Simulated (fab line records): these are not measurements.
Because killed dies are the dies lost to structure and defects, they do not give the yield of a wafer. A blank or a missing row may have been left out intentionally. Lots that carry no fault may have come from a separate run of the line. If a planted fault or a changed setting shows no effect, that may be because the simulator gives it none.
fab line records	flow sky130
record: lots: 24	wafers: 72	last-day: 50
route steps=708 shown VIA1@481 VIA2@519 METAL3@532 CAP2M@617 METAL4@635
lots that met no fault: from a run of the same line without faults
start-h: hours from the record's opening day to when the first of the lot's shown wafers began	wait-h: hours from the lot's prior step to this one	" same as the row above	L1.1+2: a single row standing in for several wafers	- value missing, or start not given	* or withheld: withheld	< > ~ a bound
route shown NAME@n: names a module that has steps shown in the file, with the first one's number in the route	usual: mean/standard deviation of fault-free wafers	same: alike in all rows	chamber/n: place in a boat	sites: per-site readings	_std_site: how widely they spread, as a standard deviation	_edge_site: inner sites' mean taken away from outer sites' mean	radius-mm: how far each site lies from the wafer's centre	mask NAME#n: copy n	behind: the last tool/chamber to shape the wafer	hold: why the lot was held/for how many hours/how that ended	device: the n, p or np transistor that did not switch	end of line: tests of these same wafers at the route's end	for a step that has no rows: nothing shown but its recipe	killed: at the first sort, the dies lost to defects and structure; wafer yield is something else	map: a wafer's dies, x killed, . not, _ none there
set.NAME: the setting as run; set.NAME@STEP: as run at that earlier step	model.NAME: the simulator's own value behind a step, which no gauge read
the route's steps for a sample of lots (tables are steps, rows are wafers)
services: from which hour (start-h, from the record's first day; less than 0 if before it) a tool's chamber was out of use, for how many hours, and why
== steps ==
step: SKY_VIA1_THK_MEAS_23
recipe: thk-meas-gauge: xrf	reads: W_of_VIA1_CVD_21
usual: VIA1_W_THK: 273.4/2.6
lot.wafer	tool	chamber	start-h	wait-h	VIA1_W_THK[nm]
L074.3	film-metro-01	-	791.47	0.1	272.1
L074.5	"	-	"	"	270.9
L074.6	"	-	"	"	273.4
L075.2	film-metro-01	-	799.03	0.1	275.0
L075.3	"	-	"	"	278.3
L075.4	"	-	"	"	272.1
L076.2	film-metro-01	-	802.95	0.1	274.1
L076.3	"	-	"	"	273.9
L076.6	"	-	"	"	276.6
L077.1	film-metro-04	-	812.40	0.1	271.4
L077.4	"	-	"	"	273.1
L077.6	"	-	"	"	273.7
L078.2	film-metro-04	-	826.76	0.1	275.1
L078.5	"	-	"	"	274.8
L078.6	"	-	"	"	272.9
L079.1	film-metro-02	-	829.75	0.1	276.2
L079.3	"	-	"	"	275.4
L079.6	"	-	"	"	276.6
L080.2	film-metro-01	-	844.66	0.1	277.2
L080.4	"	-	"	"	273.5
L080.6	"	-	"	"	272.8
L081.1	film-metro-02	-	847.83	0.1	272.5
L081.4	"	-	"	"	272.2
L081.5	"	-	"	"	276.0
L082.2	film-metro-02	-	852.62	0.1	270.2
L082.3	"	-	"	"	275.8
L082.6	"	-	"	"	273.6
L083.1	film-metro-01	-	867.42	0.1	273.0
L083.5	"	-	"	"	273.5
L083.6	"	-	"	"	271.7
L084.1	film-metro-04	-	876.20	0.1	274.7
L084.3	"	-	"	"	277.4
L084.5	"	-	"	"	273.7
L085.1	film-metro-02	-	878.60	0.1	267.4
L085.2	"	-	"	"	265.1
L085.3	"	-	"	"	271.0
L086.1	film-metro-04	-	888.14	0.1	275.0
L086.2	"	-	"	"	273.9
L086.6	"	-	"	"	275.6
L087.3	film-metro-04	-	895.62	0.1	273.3
L087.4	"	-	"	"	281.2
L087.6	"	-	"	"	272.2
L088.2	film-metro-02	-	899.06	0.1	266.6
L088.3	"	-	"	"	270.6
L088.5	"	-	"	"	271.4
L089.4	film-metro-01	-	910.45	0.1	269.2
L089.5	"	-	"	"	270.1
L089.6	"	-	"	"	272.4
L090.1	film-metro-02	-	919.16	0.1	268.4
L090.2	"	-	"	"	269.8
L090.3	"	-	"	"	271.2
L092.3	film-metro-04	-	929.43	0.1	272.9
L092.4	"	-	"	"	273.0
L092.5	"	-	"	"	271.9
L091.4	film-metro-04	-	933.06	0.1	273.8
L091.5	"	-	"	"	276.3
L091.6	"	-	"	"	274.0
L093.2	film-metro-01	-	937.16	0.1	271.1
L093.3	"	-	"	"	273.5
L093.4	"	-	"	"	274.9
L094.1	film-metro-01	-	941.91	0.1	275.1
L094.4	"	-	"	"	276.7
L094.6	"	-	"	"	276.1
L095.1	film-metro-02	-	948.81	0.1	272.8
L095.4	"	-	"	"	274.1
L095.6	"	-	"	"	275.3
L096.3	film-metro-01	-	954.26	0.1	276.8
L096.4	"	-	"	"	273.9
L096.5	"	-	"	"	272.9
L097.1	film-metro-04	-	960.34	0.1	275.8
L097.3	"	-	"	"	276.8
L097.5	"	-	"	"	276.2
step: SKY_VIA2_CD_MEAS_12
recipe: target-cd-nm: 200
usual: cd-nm: 200.3/1.3
lot.wafer	tool	chamber	start-h	wait-h	cd-nm
L074.3	cd-sem-01	-	847.11	-	201.5
L074.5	"	-	"	"	200.4
L074.6	"	-	"	"	200.6
L075.2	cd-sem-02	-	853.11	-	202.3
L075.3	"	-	"	"	201.1
L075.4	"	-	"	"	202.0
L076.2	cd-sem-02	-	856.44	-	198.8
L076.3	"	-	"	"	198.2
L076.6	"	-	"	"	199.1
L077.1	cd-sem-01	-	866.44	-	199.8
L077.4	"	-	"	"	199.1
L077.6	"	-	"	"	199.7
L078.2	cd-sem-02	-	880.64	-	200.5
L078.5	"	-	"	"	200.7
L078.6	"	-	"	"	200.4
L079.1	cd-sem-01	-	883.74	-	202.2
L079.3	"	-	"	"	200.2
L079.6	"	-	"	"	201.4
L080.2	cd-sem-01	-	898.91	-	201.0
L080.4	"	-	"	"	200.5
L080.6	"	-	"	"	200.6
L081.1	cd-sem-01	-	900.39	-	199.4
L081.4	"	-	"	"	198.8
L081.5	"	-	"	"	199.3
L082.2	cd-sem-02	-	906.29	-	201.7
L082.3	"	-	"	"	201.3
L082.6	"	-	"	"	201.6
L083.1	cd-sem-02	-	920.39	-	201.6
L083.5	"	-	"	"	201.9
L083.6	"	-	"	"	202.2
L084.1	cd-sem-01	-	926.84	-	199.1
L084.3	"	-	"	"	200.7
L084.5	"	-	"	"	200.9
L085.1	cd-sem-02	-	930.24	-	199.2
L085.2	"	-	"	"	200.2
L085.3	"	-	"	"	201.0
L086.1	cd-sem-02	-	941.07	-	200.9
L086.2	"	-	"	"	199.6
L086.6	"	-	"	"	200.8
L087.3	cd-sem-02	-	946.58	-	200.1
L087.4	"	-	"	"	199.8
L087.6	"	-	"	"	201.0
L088.2	cd-sem-02	-	950.26	-	197.9
L088.3	"	-	"	"	197.6
L088.5	"	-	"	"	198.0
L089.4	cd-sem-02	-	960.65	-	201.3
L089.5	"	-	"	"	201.4
L089.6	"	-	"	"	201.9
L090.1	cd-sem-02	-	968.72	-	199.9
L090.2	"	-	"	"	200.5
L090.3	"	-	"	"	198.9
L092.3	cd-sem-02	-	979.28	-	196.9
L092.4	"	-	"	"	199.4
L092.5	"	-	"	"	198.6
L091.4	cd-sem-01	-	983.05	-	202.0
L091.5	"	-	"	"	202.5
L091.6	"	-	"	"	201.0
L093.2	cd-sem-01	-	987.34	-	199.3
L093.3	"	-	"	"	198.4
L093.4	"	-	"	"	199.9
L094.1	cd-sem-01	-	990.82	-	198.6
L094.4	"	-	"	"	199.3
L094.6	"	-	"	"	199.2
L095.1	cd-sem-01	-	998.41	-	203.8
L095.4	"	-	"	"	202.4
L095.6	"	-	"	"	202.8
L096.3	cd-sem-01	-	1003.71	-	199.2
L096.4	"	-	"	"	200.3
L096.5	"	-	"	"	200.5
L097.1	cd-sem-02	-	1010.09	-	202.6
L097.3	"	-	"	"	200.5
L097.5	"	-	"	"	200.8
step: SKY_METAL3_SPUTTER_00
recipe: material: Ti	target-thk-nm: 15	power-w: 3000	time-s: 10	chamber-pressure-pa: 0.4
usual: throttle-valve-pct: 30.2/0.91
lot.wafer	tool	chamber	start-h	wait-h	throttle-valve-pct
L074.3	pvd-sputter-01	-	848.59	0.1	29.2
L074.5	"	-	"	"	30.1
L074.6	"	-	"	"	29.8
L075.2	pvd-sputter-04	-	854.65	0.1	30.7
L075.3	"	-	"	"	29.7
L075.4	"	-	"	"	30.7
L076.2	pvd-sputter-01	-	857.95	0.1	30.4
L076.3	"	-	"	"	30.1
L076.6	"	-	"	"	32.4
L077.1	pvd-sputter-01	-	868.53	0.1	32.4
L077.4	"	-	"	"	29.3
L077.6	"	-	"	"	29.4
L078.2	pvd-sputter-04	-	882.15	0.1	30.4
L078.5	"	-	"	"	29.4
L078.6	"	-	"	"	30.5
L079.1	pvd-sputter-04	-	885.40	0.2	30.3
L079.3	"	-	"	"	29.7
L079.6	"	-	"	"	29.6
L080.2	pvd-sputter-01	-	900.43	0.2	29.5
L080.4	"	-	"	"	30.0
L080.6	"	-	"	"	29.9
L081.1	pvd-sputter-01	-	901.96	0.2	29.9
L081.4	"	-	"	"	29.6
L081.5	"	-	"	"	32.4
L082.2	pvd-sputter-01	-	907.97	0.1	29.2
L082.3	"	-	"	"	30.1
L082.6	"	-	"	"	29.7
L083.1	pvd-sputter-04	-	922.08	0.1	29.7
L083.5	"	-	"	"	30.5
L083.6	"	-	"	"	29.6
L084.1	pvd-sputter-03	-	928.70	0.1	31.3
L084.3	"	-	"	"	30.1
L084.5	"	-	"	"	30.2
L085.1	pvd-sputter-01	-	931.77	0.1	30.4
L085.2	"	-	"	"	32.2
L085.3	"	-	"	"	29.6
L086.1	pvd-sputter-01	-	942.95	0.1	30.4
L086.2	"	-	"	"	29.7
L086.6	"	-	"	"	32.3
L087.3	pvd-sputter-03	-	948.07	0.1	30.4
L087.4	"	-	"	"	31.2
L087.6	"	-	"	"	30.4
L088.2	pvd-sputter-01	-	951.77	0.1	29.6
L088.3	"	-	"	"	32.1
L088.5	"	-	"	"	29.1
L089.4	pvd-sputter-04	-	962.15	0.2	30.7
L089.5	"	-	"	"	30.7
L089.6	"	-	"	"	30.5
L090.1	pvd-sputter-01	-	970.29	0.2	32.2
L090.2	"	-	"	"	30.3
L090.3	"	-	"	"	29.2
L092.3	pvd-sputter-04	-	980.77	0.1	29.8
L092.4	"	-	"	"	30.2
L092.5	"	-	"	"	30.3
L091.4	pvd-sputter-04	-	984.52	0.2	30.4
L091.5	"	-	"	"	29.7
L091.6	"	-	"	"	30.4
L093.2	pvd-sputter-04	-	988.85	0.1	30.4
L093.3	"	-	"	"	30.8
L093.4	"	-	"	"	30.7
L094.1	pvd-sputter-04	-	992.39	0.1	30.6
L094.4	"	-	"	"	30.3
L094.6	"	-	"	"	29.5
L095.1	pvd-sputter-01	-	1000.00	0.2	29.5
L095.4	"	-	"	"	32.3
L095.6	"	-	"	"	29.6
L096.3	pvd-sputter-01	-	1005.20	0.1	29.0
L096.4	"	-	"	"	29.8
L096.5	"	-	"	"	29.7
L097.1	pvd-sputter-04	-	1011.62	0.1	30.8
L097.3	"	-	"	"	30.6
L097.5	"	-	"	"	30.4
step: SKY_METAL3_STRIP_19
recipe: chemistry: O2/N2	power-w: 1400	pressure-mtorr: 1500	platen-temp-c: withheld	o2-flow-sccm: 3000	n2-flow-sccm: 300	overash-fraction: 0.5
usual: drypump-motor-current-A: 5.7/0.49	oes-product-au: 0.502/0.0059	strip-time-to-endpoint-s: 6.52/0.08
lot.wafer	tool	chamber	start-h	wait-h	drypump-motor-current-A	oes-product-au	rf-hours-counter-h	strip-time-to-endpoint-s
L074.3	plasma-asher-03	1	901.51	0.1	6.4	0.511	-	6.72
L074.5	"	1	"	"	6.4	0.494	-	6.50
L074.6	"	0	"	"	6.1	0.503	-	6.71
L075.2	plasma-asher-03	0	907.10	0.1	6.0	0.506	18	6.52
L075.3	"	1	"	"	6.4	0.513	-	6.53
L075.4	"	0	"	"	6.1	0.510	-	6.59
L076.2	plasma-asher-04	1	910.58	0.1	5.5	0.503	114	6.66
L076.3	"	0	"	"	5.0	0.506	-	6.71
L076.6	"	0	"	"	5.0	0.507	-	6.68
L077.1	plasma-asher-03	1	920.28	0.1	6.4	0.501	19	6.55
L077.4	"	1	"	"	6.4	0.502	-	6.55
L077.6	"	1	"	"	6.4	0.505	-	6.53
L078.2	plasma-asher-03	0	933.13	0.2	6.1	0.502	20	6.56
L078.5	"	0	"	"	6.0	0.502	-	6.54
L078.6	"	1	"	"	6.5	0.504	-	6.59
L079.1	plasma-asher-04	0	936.58	0.3	5.0	0.501	117	6.50
L079.3	"	0	"	"	5.0	0.504	-	6.50
L079.6	"	1	"	"	5.5	0.504	-	6.50
L080.2	plasma-asher-04	1	949.85	0.1	5.4	0.502	118	6.50
L080.4	"	0	"	"	5.0	0.505	-	6.52
L080.6	"	0	"	"	5.0	0.501	-	6.52
L081.1	plasma-asher-03	1	951.77	0.1	6.4	0.503	22	6.47
L081.4	"	1	"	"	6.4	0.498	-	6.46
L081.5	"	0	"	"	6.1	0.496	-	6.54
L082.2	plasma-asher-02	0	957.92	0.1	5.5	0.495	48	6.50
L082.3	"	1	"	"	5.6	0.502	-	6.60
L082.6	"	1	"	"	5.6	0.498	-	6.52
L083.1	plasma-asher-04	0	970.87	0.1	5.0	0.490	120	6.51
L083.5	"	1	"	"	5.4	0.492	-	6.45
L083.6	"	0	"	"	5.0	0.497	-	6.38
L084.1	plasma-asher-03	0	977.72	0.1	6.1	0.497	25	6.49
L084.3	"	1	"	"	6.4	0.501	-	6.48
L084.5	"	1	"	"	6.4	0.507	-	6.51
L085.1	plasma-asher-02	0	979.95	0.1	5.5	0.504	51	6.52
L085.2	"	1	"	"	5.5	0.509	51	6.56
L085.3	"	1	"	"	5.5	0.506	-	6.53
L086.1	plasma-asher-04	0	991.02	0.1	5.0	0.506	122	6.64
L086.2	"	1	"	"	5.4	0.504	122	6.62
L086.6	"	0	"	"	5.0	0.504	-	6.59
L087.3	plasma-asher-02	0	996.69	0.1	5.5	0.498	-	6.52
L087.4	"	1	"	"	5.6	0.506	-	6.57
L087.6	"	0	"	"	5.5	0.499	-	6.49
L088.2	plasma-asher-03	1	1001.35	0.1	6.5	0.504	27	6.61
L088.3	"	1	"	"	6.5	0.494	-	6.50
L088.5	"	0	"	"	6.1	0.505	-	6.54
L089.4	plasma-asher-03	0	1011.26	0.1	6.1	0.496	-	6.40
L089.5	"	0	"	"	6.1	0.497	-	6.30
L089.6	"	1	"	"	6.5	0.487	-	6.43
L090.1	plasma-asher-03	0	1018.67	0.1	6.1	0.511	28	6.61
L090.2	"	1	"	"	6.5	0.500	28	6.54
L090.3	"	1	"	"	6.4	0.498	-	6.65
L092.3	plasma-asher-02	0	1028.95	0.1	5.5	0.493	-	6.47
L092.4	"	1	"	"	5.6	0.504	-	6.46
L092.5	"	0	"	"	5.5	0.503	-	6.50
L091.4	plasma-asher-04	0	1031.55	0.1	5.0	0.511	-	6.60
L091.5	"	1	"	"	5.5	0.496	-	6.55
L091.6	"	0	"	"	5.0	0.515	-	6.66
L093.2	plasma-asher-04	0	1036.25	0.1	5.0	0.491	127	6.39
L093.3	"	0	"	"	5.0	0.501	-	6.43
L093.4	"	1	"	"	5.4	0.506	-	6.47
L094.1	plasma-asher-04	0	1039.57	0.1	5.0	0.502	127	6.38
L094.4	"	0	"	"	5.0	0.498	-	6.41
L094.6	"	0	"	"	5.0	0.501	-	6.36
L095.1	plasma-asher-02	0	1047.17	0.1	5.5	0.501	57	6.49
L095.4	"	1	"	"	5.6	0.500	-	6.50
L095.6	"	1	"	"	5.6	0.503	-	6.43
L096.3	plasma-asher-04	1	1050.95	0.1	5.4	0.506	-	6.62
L096.4	"	0	"	"	5.0	0.494	-	6.54
L096.5	"	1	"	"	5.4	0.503	-	6.49
L097.1	plasma-asher-02	0	1057.62	0.1	5.5	0.506	58	6.52
L097.3	"	1	"	"	5.6	0.500	-	6.51
L097.5	"	1	"	"	5.6	0.510	-	6.52
step: SKY_CAP2M_STRIP_14
recipe: chemistry: O2/N2	power-w: 1400	pressure-mtorr: 1500	platen-temp-c: withheld	o2-flow-sccm: 3000	n2-flow-sccm: 300	overash-fraction: 0.5
usual: drypump-motor-current-A: 5.9/0.34	oes-product-au: 0.710/0.0046	strip-time-to-endpoint-s: 12.65/0.037
lot.wafer	tool	chamber	start-h	wait-h	drypump-motor-current-A	oes-product-au	rf-hours-counter-h	strip-time-to-endpoint-s
L074.3	plasma-asher-03	1	953.29	0.1	6.5	0.715	-	12.68
L074.5	"	0	"	"	6.1	0.712	-	12.71
L074.6	"	1	"	"	6.5	0.710	-	12.67
L075.2	plasma-asher-03	0	957.21	0.1	6.1	0.713	22	12.63
L075.3	"	1	"	"	6.5	0.711	-	12.64
L075.4	"	0	"	"	6.1	0.704	-	12.67
L076.2	plasma-asher-01	0	962.76	0.1	5.8	0.711	82	12.70
L076.3	"	0	"	"	5.7	0.701	-	12.68
L076.6	"	1	"	"	5.9	0.713	-	12.66
L077.1	plasma-asher-03	1	971.91	0.1	6.5	0.718	24	12.65
L077.4	"	1	"	"	6.5	0.719	-	12.71
L077.6	"	0	"	"	6.1	0.709	-	12.67
L078.2	plasma-asher-03	1	984.56	0.1	6.4	0.717	25	12.65
L078.5	"	0	"	"	6.1	0.707	-	12.68
L078.6	"	1	"	"	6.4	0.711	-	12.64
L079.1	plasma-asher-02	1	988.04	0.1	5.6	0.705	52	12.64
L079.3	"	0	"	"	5.5	0.706	-	12.71
L079.6	"	0	"	"	5.5	0.703	-	12.69
L080.2	plasma-asher-01	1	1001.64	0.1	5.9	0.714	86	12.60
L080.4	"	0	"	"	5.8	0.709	-	12.64
L080.6	"	1	"	"	5.9	0.709	-	12.61
L081.1	plasma-asher-02	1	1002.41	0.1	5.6	0.710	53	12.74
L081.4	"	1	"	"	5.6	0.715	-	12.68
L081.5	"	0	"	"	5.5	0.701	-	12.67
L082.2	plasma-asher-01	1	1008.26	0.1	5.8	0.710	86	12.62
L082.3	"	0	"	"	5.8	0.710	-	12.67
L082.6	"	1	"	"	5.9	0.699	-	12.64
L083.1	plasma-asher-02	0	1021.61	0.1	5.5	0.707	55	12.70
L083.5	"	1	"	"	5.6	0.709	-	12.72
L083.6	"	0	"	"	5.5	0.711	-	12.67
L084.1	plasma-asher-02	1	1027.41	0.1	5.5	0.711	55	12.65
L084.3	"	0	"	"	5.5	0.707	-	12.71
L084.5	"	1	"	"	5.5	0.713	-	12.67
L085.1	plasma-asher-02	1	1029.91	0.1	5.6	0.707	56	12.69
L085.2	"	0	"	"	5.5	0.708	56	12.67
L085.3	"	0	"	"	5.5	0.720	-	12.67
L086.1	plasma-asher-03	1	1039.51	0.1	6.5	0.707	30	12.66
L086.2	"	0	"	"	6.1	0.710	30	12.69
L086.6	"	1	"	"	6.5	0.707	-	12.70
L087.3	plasma-asher-03	0	1045.59	0.1	6.1	0.713	-	12.63
L087.4	"	1	"	"	6.5	0.709	-	12.69
L087.6	"	0	"	"	6.1	0.706	-	12.67
L088.2	plasma-asher-01	0	1049.99	0.1	5.7	0.711	91	12.74
L088.3	"	1	"	"	5.9	0.718	-	12.74
L088.5	"	1	"	"	5.9	0.702	-	12.66
L089.4	plasma-asher-02	0	1059.34	0.1	5.5	0.709	-	12.62
L089.5	"	0	"	"	5.5	0.714	-	12.62
L089.6	"	1	"	"	5.5	0.709	-	12.68
L090.1	plasma-asher-02	1	1065.06	0.1	5.6	0.718	59	12.62
L090.2	"	0	"	"	5.5	0.716	59	12.61
L090.3	"	0	"	"	5.5	0.708	-	12.69
L092.3	plasma-asher-03	0	1074.50	0.1	6.1	0.713	-	12.63
L092.4	"	1	"	"	6.5	0.713	-	12.66
L092.5	"	1	"	"	6.5	0.715	-	12.69
L091.4	plasma-asher-01	0	1077.29	0.1	5.8	0.713	-	12.67
L091.5	"	1	"	"	5.9	0.717	-	12.62
L091.6	"	0	"	"	5.8	0.705	-	12.65
L093.2	plasma-asher-03	1	1082.04	0.1	6.5	0.713	35	12.59
L093.3	"	0	"	"	6.1	0.718	-	12.60
L093.4	"	1	"	"	6.5	0.709	-	12.64
L094.1	plasma-asher-01	1	1084.66	0.1	5.9	0.713	95	12.62
L094.4	"	1	"	"	5.9	0.713	-	12.63
L094.6	"	1	"	"	5.9	0.703	-	12.60
L095.1	plasma-asher-03	1	1093.04	0.1	6.5	0.710	36	12.67
L095.4	"	1	"	"	6.4	0.706	-	12.60
L095.6	"	1	"	"	6.4	0.709	-	12.62
L096.3	plasma-asher-03	1	1097.12	0.1	6.5	0.707	-	12.61
L096.4	"	0	"	"	6.1	0.715	-	12.63
L096.5	"	0	"	"	6.1	0.712	-	12.68
L097.1	plasma-asher-01	1	1101.36	0.1	5.9	0.714	96	12.62
L097.3	"	1	"	"	5.9	0.708	-	12.58
L097.5	"	0	"	"	5.7	0.709	-	12.63
step: SKY_METAL4_STRIP_19
recipe: chemistry: O2/N2	power-w: 1400	pressure-mtorr: 1500	platen-temp-c: withheld	o2-flow-sccm: 3000	n2-flow-sccm: 300	overash-fraction: 0.5
usual: drypump-motor-current-A: 5.58/0.26	oes-product-au: 0.502/0.0053	strip-time-to-endpoint-s: 6.54/0.079
lot.wafer	tool	chamber	start-h	wait-h	drypump-motor-current-A	oes-product-au	rf-hours-counter-h	strip-time-to-endpoint-s
L074.3	plasma-asher-02	1	978.70	0.1	5.56	0.505	-	6.47
L074.5	"	0	"	"	5.53	0.500	-	6.47
L074.6	"	1	"	"	5.60	0.500	-	6.46
L075.2	plasma-asher-01	1	981.87	0.1	5.90	0.496	84	6.57
L075.3	"	0	"	"	5.72	0.498	-	6.44
L075.4	"	1	"	"	5.89	0.508	-	6.51
L076.2	plasma-asher-01	0	987.88	0.1	5.74	0.496	84	6.51
L076.3	"	0	"	"	5.76	0.496	-	6.43
L076.6	"	1	"	"	5.88	0.503	-	6.61
L077.1	plasma-asher-04	0	997.07	0.1	5.01	0.496	123	6.60
L077.4	"	1	"	"	5.43	0.505	-	6.73
L077.6	"	1	"	"	5.44	0.516	-	6.74
L078.2	plasma-asher-04	1	1008.98	0.1	5.41	0.506	124	6.59
L078.5	"	1	"	"	5.42	0.502	-	6.55
L078.6	"	0	"	"	5.00	0.500	-	6.54
L079.1	plasma-asher-02	1	1012.52	0.1	5.62	0.507	54	6.68
L079.3	"	1	"	"	5.55	0.503	-	6.69
L079.6	"	1	"	"	5.64	0.508	-	6.67
L080.2	plasma-asher-01	1	1025.58	0.1	5.87	0.497	88	6.41
L080.4	"	0	"	"	5.75	0.496	-	6.39
L080.6	"	1	"	"	5.85	0.495	-	6.44
L081.1	plasma-asher-01	1	1026.83	0.1	5.87	0.500	88	6.55
L081.4	"	1	"	"	5.85	0.501	-	6.55
L081.5	"	0	"	"	5.74	0.508	-	6.60
L082.2	plasma-asher-01	0	1031.53	0.1	5.74	0.491	89	6.42
L082.3	"	0	"	"	5.76	0.501	-	6.42
L082.6	"	0	"	"	5.74	0.498	-	6.41
L083.1	plasma-asher-01	0	1044.82	0.1	5.74	0.511	90	6.65
L083.5	"	1	"	"	5.85	0.498	-	6.57
L083.6	"	0	"	"	5.76	0.504	-	6.65
L084.1	plasma-asher-04	1	1050.67	0.1	5.44	0.501	128	6.52
L084.3	"	0	"	"	5.00	0.497	-	6.50
L084.5	"	1	"	"	5.44	0.501	-	6.46
L085.1	plasma-asher-02	0	1053.42	0.1	5.53	0.503	58	6.63
L085.2	"	1	"	"	5.58	0.510	58	6.76
L085.3	"	0	"	"	5.54	0.506	-	6.67
L086.1	plasma-asher-02	1	1061.92	0.1	5.57	0.503	59	6.54
L086.2	"	0	"	"	5.51	0.496	59	6.47
L086.6	"	0	"	"	5.55	0.500	-	6.55
L087.3	plasma-asher-01	0	1068.11	0.1	5.74	0.504	-	6.49
L087.4	"	1	"	"	5.88	0.503	-	6.45
L087.6	"	1	"	"	5.88	0.498	-	6.45
L088.2	plasma-asher-01	0	1072.65	0.1	5.75	0.493	93	6.48
L088.3	"	1	"	"	5.89	0.487	-	6.47
L088.5	"	1	"	"	5.88	0.502	-	6.49
L089.4	plasma-asher-01	0	1081.76	0.1	5.75	0.505	-	6.52
L089.5	"	1	"	"	5.86	0.502	-	6.51
L089.6	"	0	"	"	5.75	0.505	-	6.60
L090.1	plasma-asher-02	1	1086.53	0.1	5.59	0.508	61	6.59
L090.2	"	0	"	"	5.53	0.500	61	6.57
L090.3	"	1	"	"	5.61	0.503	-	6.58
L092.3	plasma-asher-02	1	1096.30	0.1	5.56	0.497	-	6.62
L092.4	"	0	"	"	5.52	0.508	-	6.54
L092.5	"	1	"	"	5.54	0.501	-	6.55
L091.4	plasma-asher-01	0	1098.71	0.1	5.76	0.511	-	6.64
L091.5	"	1	"	"	5.89	0.512	-	6.62
L091.6	"	0	"	"	5.72	0.510	-	6.63
L093.2	plasma-asher-04	0	1103.98	0.1	5.02	0.513	4	6.56
L093.3	"	0	"	"	5.00	0.492	-	6.50
L093.4	"	1	"	"	5.42	0.502	-	6.60
L094.1	plasma-asher-02	0	1105.73	0.1	5.55	0.501	63	6.48
L094.4	"	0	"	"	5.55	0.493	-	6.49
L094.6	"	1	"	"	5.56	0.504	-	6.43
L095.1	plasma-asher-02	0	1114.28	0.1	5.52	0.497	63	6.50
L095.4	"	0	"	"	5.53	0.502	-	6.57
L095.6	"	1	"	"	5.57	0.502	-	6.47
L096.3	plasma-asher-04	1	1117.86	0.1	5.43	0.506	-	6.54
L096.4	"	0	"	"	4.99	0.503	-	6.57
L096.5	"	0	"	"	4.98	0.497	-	6.49
L097.1	plasma-asher-04	0	1122.27	0.1	5.02	0.513	6	6.55
L097.3	"	1	"	"	5.42	0.502	-	6.54
L097.5	"	1	"	"	5.45	0.499	-	6.58
== services ==
tool	chamber	start-h	hours	kind
pvd-sputter-04	-	839.20	1.4	repair
plasma-asher-01	-	846.90	1.4	repair
plasma-asher-01	-	869.16	1.3	repair
plasma-asher-04	-	899.95	1.8	repair
plasma-asher-04	-	912.58	1.0	repair
plasma-asher-03	-	917.22	0.3	repair
plasma-asher-03	-	937.52	2.8	pm
plasma-asher-04	-	957.66	1.4	repair
plasma-asher-01	-	957.83	2.3	repair
pvd-sputter-03	-	967.15	72.4	repair
pvd-sputter-01	-	1007.91	8.1	repair
plasma-asher-04	-	1047.70	2.6	repair
plasma-asher-02	-	1048.43	1.0	repair
plasma-asher-04	-	1055.30	9.0	pm
plasma-asher-04	0	1055.30	9.0	vent-cycle
plasma-asher-04	1	1055.30	9.0	vent-cycle
plasma-asher-01	-	1060.11	0.4	repair
plasma-asher-04	0	1064.30	-	clean
plasma-asher-04	1	1064.30	-	clean
pvd-sputter-04	-	1066.26	0.7	repair
plasma-asher-02	-	1072.43	6.4	repair
pvd-sputter-03	-	1084.19	3.1	repair
pvd-sputter-03	-	1095.05	6.4	repair
plasma-asher-01	-	1113.14	9.2	repair
== key ==
fault none
